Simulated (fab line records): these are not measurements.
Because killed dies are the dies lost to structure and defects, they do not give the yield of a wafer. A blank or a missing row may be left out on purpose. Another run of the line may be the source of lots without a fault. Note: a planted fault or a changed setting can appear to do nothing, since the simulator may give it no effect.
Comparing a struck lot with a sound one || flow sky130 || 14 steps out of a route of 708
Sound: these wafers, L946.2, L946.3, L946.6. The struck wafers were L943.4, L943.5, L943.6. The cause is given at the end.
Order at every step that has rows: each side's tool, ch and its chambers, its first start. Under that, the readings that differ: sound wafers || struck wafers || difference of the means || sigmas: that difference in standard deviations of wafers without a fault.
alike: readings whose means differ by less than 2 such deviations, and words and numbers that are the same on both sides. not compared: withheld readings, readings that some wafer has no value for, bounds like >300 that may hide the same value, and numbers for which the record gives no deviation and whose values overlap.
The two part at a step that has a row with sigmas, a row that says differs or no value, or rows on one side only. Numbers that don't overlap but have no deviation are shown without sigmas and don't part them. A reading missing from all wafers of one side parts the sides only when that side holds two or more wafers.

first, 1 step without rows for these wafers: SKY_VT_ADJUST_HVTR_DEVELOP_06 (develop time 60 s).
SKY_VT_ADJUST_HVTR_CD_MEAS_07: the cd target is 380 nm.
  sound: cdSem-02 at day 14 04:51; struck: cdSem-02 at day 13 09:50
  alike: cdNm
SKY_VT_ADJUST_HVTR_OVL_MEAS_08:
  sound: overlay-01 at day 14 04:58; struck: overlay-02 at day 13 09:55
  alike: VT_ADJUST_HVTR_OVL
then, 1 step without rows for these wafers: SKY_VT_ADJUST_HVTR_IMPLANT_09.
SKY_VT_ADJUST_HVTR_STRIP_10: strips in O2/N2.
  sound on plasmaAsher-01 ch 0,1, day 14 05:08; struck on plasmaAsher-02 ch 0,1, day 13 10:07
  alike: drypumpMotorCurrentA, oesProductAu, stripTimeToEndpointS
  not compared: rfHoursCounterH
SKY_VT_ADJUST_HVTR_TW_MEAS_11:
  sound: filmMetro-04 at day 14 05:15; struck: filmMetro-01 at day 13 10:13
  alike: VT_ADJUST_HVTR_TW
then, 6 steps without rows for these wafers: SKY_VT_ADJUST_PCH_DEHYDRATE_00 (time 60 s); SKY_VT_ADJUST_PCH_HMDS_01 (prime time 60 s); SKY_VT_ADJUST_PCH_COAT_02 (resist thk 3000 nm); SKY_VT_ADJUST_PCH_SOFTBAKE_03; SKY_VT_ADJUST_PCH_EXPOSE_04 (exposes mask NWM, target cd 840 nm); SKY_VT_ADJUST_PCH_PEB_05.
SKY_VT_ADJUST_PCH_DEVELOP_06: develop time 60 s.
  struck on lithoTrack-01, day 14 11:00; sound on lithoTrack-03 ch 0, day 15 07:00
  no value came back on the struck wafers for chillPlateTempC (C), developTimeS (s); on the sound wafers chillPlateTempC (C) reads 23.13 23.09 23.06
SKY_VT_ADJUST_PCH_OVL_MEAS_07:
  sound: overlay-01 at day 15 08:05; struck: overlay-02 at day 14 11:45
{"reading": "VT_ADJUST_PCH_OVL (nm)", "sound": "-1.7 -1.1 -0.3", "struck": "- - -", "difference": "no value on the struck wafers", "sigmas": ""}

## WHERE THEY PART
Earliest at SKY_VT_ADJUST_PCH_DEVELOP_06; latest, in this record, at SKY_VT_ADJUST_PCH_OVL_MEAS_07.

WHY: whatever the simulator had introduced
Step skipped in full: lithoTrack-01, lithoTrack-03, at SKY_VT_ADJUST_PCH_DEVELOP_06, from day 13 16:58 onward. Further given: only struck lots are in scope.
